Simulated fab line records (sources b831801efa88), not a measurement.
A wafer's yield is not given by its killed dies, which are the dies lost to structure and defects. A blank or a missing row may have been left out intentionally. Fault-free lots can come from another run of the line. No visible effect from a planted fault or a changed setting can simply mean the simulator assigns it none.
fab line records | flow sky130
record lots=12 wafers=35 last-day=50
route steps=708 shown NWELL@63 VT_ADJUST_HVTP@94 VT_ADJUST_LVTN@104
lots with no fault: from the same line, run without faults
start-h: hours from the record's opening day to when the first of the lot's shown wafers began | wait-h: time in hours since the lot's previous step | " repeats the value in the row above | L1.1+2: one row covering several wafers at once | - no value present, or no start provided | * or withheld: withheld | < > ~ a bound
route shown NAME@n: a module of which the file shows steps, and the number in the route of the first | usual: mean/standard deviation taken from wafers without a fault | same: alike in all rows | chamber/n: place in a boat | sites: per-site readings | _std_site: standard deviation of those values | _edge_site: the outer-site mean with the inner-site mean subtracted | radius-mm: how far each site lies from the wafer's centre | mask NAME#n: copy n | behind: tool/chamber where the wafer was last shaped | hold: cause of the lot's hold/its duration in hours/its outcome | device: transistor that didn't switch, given as n, p or np | end of line: the same wafers' tests at the end of the route | for a step that has no rows: nothing shown but its recipe | killed: at the first sort, the dies lost to defects and structure; wafer yield is something else | map: shows each die of a wafer: x if killed, . if not, _ if none is there
set.NAME: the run value of the setting; set.NAME@STEP: its run value at that earlier step | model.NAME: the simulator's own value behind a step, which no gauge read
one table for each step of the route and one row for each wafer, over a sample of lots
services: from which hour (start-h, from the record's first day; less than 0 if before it) a tool's chamber was out of use, for how many hours, and why
## steps
# step SKY_NWELL_OVL_MEAS_10
# usual NWELL_00_OVL=1.5/1.2
# columns lot.wafer tool chamber start-h wait-h NWELL_00_OVL[nm]
L875.2 overlay-01 - 86.90 - 2.6
L875.5 " - " " 3.0
L875.6 " - " " 2.2
L876.2 overlay-01 - 96.36 - 0.1
L876.3 " - " " 1.9
L876.6 " - " " 1.5
L883.1 overlay-02 - 127.61 - -0.2
L883.5 " - " " 2.2
L886.4 overlay-02 - 148.28 - 3.3
L886.5 " - " " 2.6
L886.6 " - " " 2.9
L887.1 overlay-01 - 154.61 - 2.0
L887.3 " - " " 3.3
L887.4 " - " " 0.5
L889.3 overlay-02 - 165.21 - 0.6
L889.4 " - " " 1.4
L889.5 " - " " 2.7
L892.4 overlay-02 - 184.57 - 2.7
L892.5 " - " " 3.4
L892.6 " - " " 2.0
L893.3 overlay-01 - 190.01 - 0.6
L893.4 " - " " 0.0
L893.6 " - " " 0.1
L895.2 overlay-02 - 201.15 - 0.7
L895.3 " - " " 1.2
L895.6 " - " " 0.1
L896.2 overlay-01 - 208.80 - 1.2
L896.3 " - " " 1.0
L896.6 " - " " 0.1
L897.4 overlay-02 - 215.08 - 1.3
L897.5 " - " " 0.8
L897.6 " - " " 0.3
L898.1 overlay-02 - 222.84 - 2.9
L898.3 " - " " 2.3
L898.4 " - " " 3.2
# step SKY_NWELL_RTA_28
# recipe temp-c=1050 time-s=30 idle-temp-c=650 ramp-up-c-per-s=150 ramp-down-c-per-s=90 ambient=N2
# usual lamp-power-pct=25.31/0.055 wafer_temp_C_max=1054.8/1
# columns lot.wafer tool chamber start-h wait-h lamp-power-pct wafer_temp_C_max
L875.2 rtp-anneal-02 0 105.17 0.0 25.38 1054.3
L875.5 " 0 " " 25.18 1053.3
L875.6 " 0 " " 25.34 1055.4
L876.2 rtp-anneal-02 0 114.66 0.0 25.26 1055.0
L876.3 " 0 " " 25.39 1054.1
L876.6 " 0 " " 25.37 1055.3
L883.1 rtp-anneal-02 0 147.10 0.0 25.19 1054.1
L883.5 " 0 " " 25.26 1054.7
L886.4 rtp-anneal-01 0 169.26 0.1 25.18 1055.8
L886.5 " 0 " " 25.34 1053.7
L886.6 " 0 " " 25.43 1055.8
L887.1 rtp-anneal-02 0 175.70 0.0 25.27 1055.1
L887.3 " 0 " " 25.26 1054.9
L887.4 " 0 " " 25.28 1055.9
L889.3 rtp-anneal-02 0 186.76 0.1 25.31 1054.4
L889.4 " 0 " " 25.30 1055.3
L889.5 " 0 " " 25.34 1054.7
L892.4 rtp-anneal-02 0 207.30 0.1 25.34 1055.4
L892.5 " 0 " " 25.41 1054.5
L892.6 " 0 " " 25.42 1055.4
L893.3 rtp-anneal-02 0 212.34 0.0 25.31 1054.8
L893.4 " 0 " " 25.30 1053.6
L893.6 " 0 " " 25.29 1055.2
L895.2 rtp-anneal-02 0 224.01 0.0 25.29 1054.2
L895.3 " 0 " " 25.30 1054.8
L895.6 " 0 " " 25.29 1054.8
L896.2 rtp-anneal-02 0 232.81 0.0 25.39 1053.9
L896.3 " 0 " " 25.23 1054.2
L896.6 " 0 " " 25.27 1052.9
L897.4 rtp-anneal-01 0 238.75 0.1 25.27 1054.4
L897.5 " 0 " " 25.22 1054.1
L897.6 " 0 " " 25.34 1053.8
L898.1 rtp-anneal-02 0 246.71 0.0 25.31 1055.0
L898.3 " 0 " " 25.26 1056.2
L898.4 " 0 " " 25.29 1053.5
# step SKY_VT_ADJUST_HVTP_IMPLANT_09
# recipe species=As energy-kev=150 dose-cm2=4.3e+12 tilt-deg=withheld
# usual beam-on-s=9.96/0.19 faraday-current-uA=24.3/0.44
# columns lot.wafer tool chamber start-h wait-h beam-on-s faraday-current-uA
L875.2 implanter-01 0 123.83 0.0 9.95 24.4
L875.5 " 0 " " 9.76 24.8
L875.6 " 0 " " 9.89 24.5
L876.2 implanter-01 0 133.87 0.0 10.10 24.0
L876.3 " 0 " " 10.05 24.2
L876.6 " 0 " " 9.67 25.1
L883.1 implanter-04 0 167.17 0.0 10.96 22.1
L883.5 " 0 " " 11.10 21.9
L886.4 implanter-04 0 190.65 0.1 11.02 22.0
L886.5 " 0 " " 11.10 21.9
L886.6 " 0 " " 11.22 21.7
L887.1 implanter-01 0 197.52 0.0 10.12 24.1
L887.3 " 0 " " 9.85 24.6
L887.4 " 0 " " 9.64 25.1
L889.3 implanter-01 0 208.32 0.1 10.29 23.6
L889.4 " 0 " " 10.33 23.4
L889.5 " 0 " " 9.61 25.1
L892.4 implanter-02 0 230.85 0.1 9.90 24.5
L892.5 " 0 " " 10.04 24.1
L892.6 " 0 " " 9.88 24.5
L893.3 implanter-02 0 235.16 0.1 10.23 23.6
L893.4 " 0 " " 9.61 25.2
L893.6 " 0 " " 9.66 25.1
L895.2 implanter-01 0 248.09 0.0 9.96 24.3
L895.3 " 0 " " 9.89 24.5
L895.6 " 0 " " 9.63 25.2
L896.2 implanter-02 0 256.98 0.0 10.04 24.1
L896.3 " 0 " " 10.00 24.3
L896.6 " 0 " " 10.39 23.5
L897.4 implanter-02 0 262.88 0.1 10.03 24.2
L897.5 " 0 " " 10.00 24.3
L897.6 " 0 " " 10.04 24.2
L898.1 implanter-04 0 270.77 0.0 9.89 24.4
L898.3 " 0 " " 10.25 23.7
L898.4 " 0 " " 10.06 24.1
# step SKY_VT_ADJUST_HVTP_TW_MEAS_11
# usual VT_ADJUST_HVTP_TW=1365/13
# columns lot.wafer tool chamber start-h wait-h VT_ADJUST_HVTP_TW
L875.2 film-metro-01 - 124.07 0.1 1384
L875.5 " - " " 1372
L875.6 " - " " 1379
L876.2 film-metro-02 - 134.11 0.1 1375
L876.3 " - " " 1370
L876.6 " - " " 1373
L883.1 film-metro-03 - 167.42 0.1 1394
L883.5 " - " " 1399
L886.4 film-metro-02 - 190.85 0.1 1417
L886.5 " - " " 1422
L886.6 " - " " 1417
L887.1 film-metro-02 - 197.77 0.1 1380
L887.3 " - " " 1378
L887.4 " - " " 1378
L889.3 film-metro-02 - 208.54 0.1 1367
L889.4 " - " " 1370
L889.5 " - " " 1377
L892.4 film-metro-01 - 231.05 0.1 1355
L892.5 " - " " 1352
L892.6 " - " " 1355
L893.3 film-metro-03 - 235.38 0.1 1348
L893.4 " - " " 1353
L893.6 " - " " 1346
L895.2 film-metro-03 - 248.33 0.1 1347
L895.3 " - " " 1349
L895.6 " - " " 1344
L896.2 film-metro-03 - 257.22 0.1 1344
L896.3 " - " " 1346
L896.6 " - " " 1337
L897.4 film-metro-03 - 263.09 0.1 1352
L897.5 " - " " 1346
L897.6 " - " " 1352
L898.1 film-metro-02 - 271.02 0.1 1372
L898.3 " - " " 1378
L898.4 " - " " 1382
# step SKY_VT_ADJUST_LVTN_OVL_MEAS_07
# usual VT_ADJUST_LVTN_OVL=-0.2/1.1
# columns lot.wafer tool chamber start-h wait-h VT_ADJUST_LVTN_OVL[nm]
L875.2 overlay-01 - 142.75 - -0.5
L875.5 " - " " -1.9
L875.6 " - " " -0.5
L876.2 overlay-02 - 152.70 - 0.6
L876.3 " - " " -0.6
L876.6 " - " " 0.1
L883.1 overlay-02 - 188.42 - 0.4
L883.5 " - " " 0.8
L886.4 overlay-01 - 212.07 - 1.6
L886.5 " - " " -0.5
L886.6 " - " " 1.3
L887.1 overlay-02 - 219.77 - 0.0
L887.3 " - " " -0.6
L887.4 " - " " -2.3
L889.3 overlay-02 - 231.58 - 1.0
L889.4 " - " " 2.5
L889.5 " - " " 2.0
L892.4 overlay-02 - 254.29 - -1.6
L892.5 " - " " -0.3
L892.6 " - " " 1.3
L893.3 overlay-02 - 258.71 - -0.2
L893.4 " - " " -0.6
L893.6 " - " " -0.6
L895.2 overlay-02 - 272.00 - -0.5
L895.3 " - " " 1.6
L895.6 " - " " -0.2
L896.2 overlay-02 - 281.27 - -0.9
L896.3 " - " " -1.6
L896.6 " - " " -1.6
L897.4 overlay-02 - 287.41 - 1.1
L897.5 " - " " 1.2
L897.6 " - " " 0.6
L898.1 overlay-01 - 295.55 - -1.3
L898.3 " - " " -0.3
L898.4 " - " " 0.6
## services
# columns tool chamber start-h hours kind
implanter-04 - 188.22 2.3 repair
implanter-01 - 222.31 5.9 pm
## key
first-sign step=SKY_VT_ADJUST_HVTP_IMPLANT_09 reading=beam-on-s direction=up sigmas=5.9 usual=9.96 struck=11.08
effect step=SKY_VT_ADJUST_HVTP_IMPLANT_09 reading=faraday-current-uA direction=down sigmas=5.5 usual=24.3 struck=21.9
effect step=SKY_VT_ADJUST_HVTP_TW_MEAS_11 reading=VT_ADJUST_HVTP_TW direction=up sigmas=3.4 usual=1365 struck=1410
met-at SKY_VT_ADJUST_HVTP_IMPLANT_09
struck-lots L883,L886
tester-left-out L883,L886
not-acting-at SKY_NWELL_OVL_MEAS_10,SKY_NWELL_RTA_28,SKY_VT_ADJUST_LVTN_OVL_MEAS_07
fault kind=process-parameter-drift tool=implanter-04 chamber=- onset-h=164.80 steps=SKY_VT_ADJUST_HVTP_IMPLANT_09 channel=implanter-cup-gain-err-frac offset=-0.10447 shape=step end-h=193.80
# tester-left-out: of these lots the tester's yield and bins aren't shown, on N5 and GAA mostly nor the transistor test; their killed dies are dies lost to structure and defects alone, not to doping, threshold or leakage, so they don't give the yield
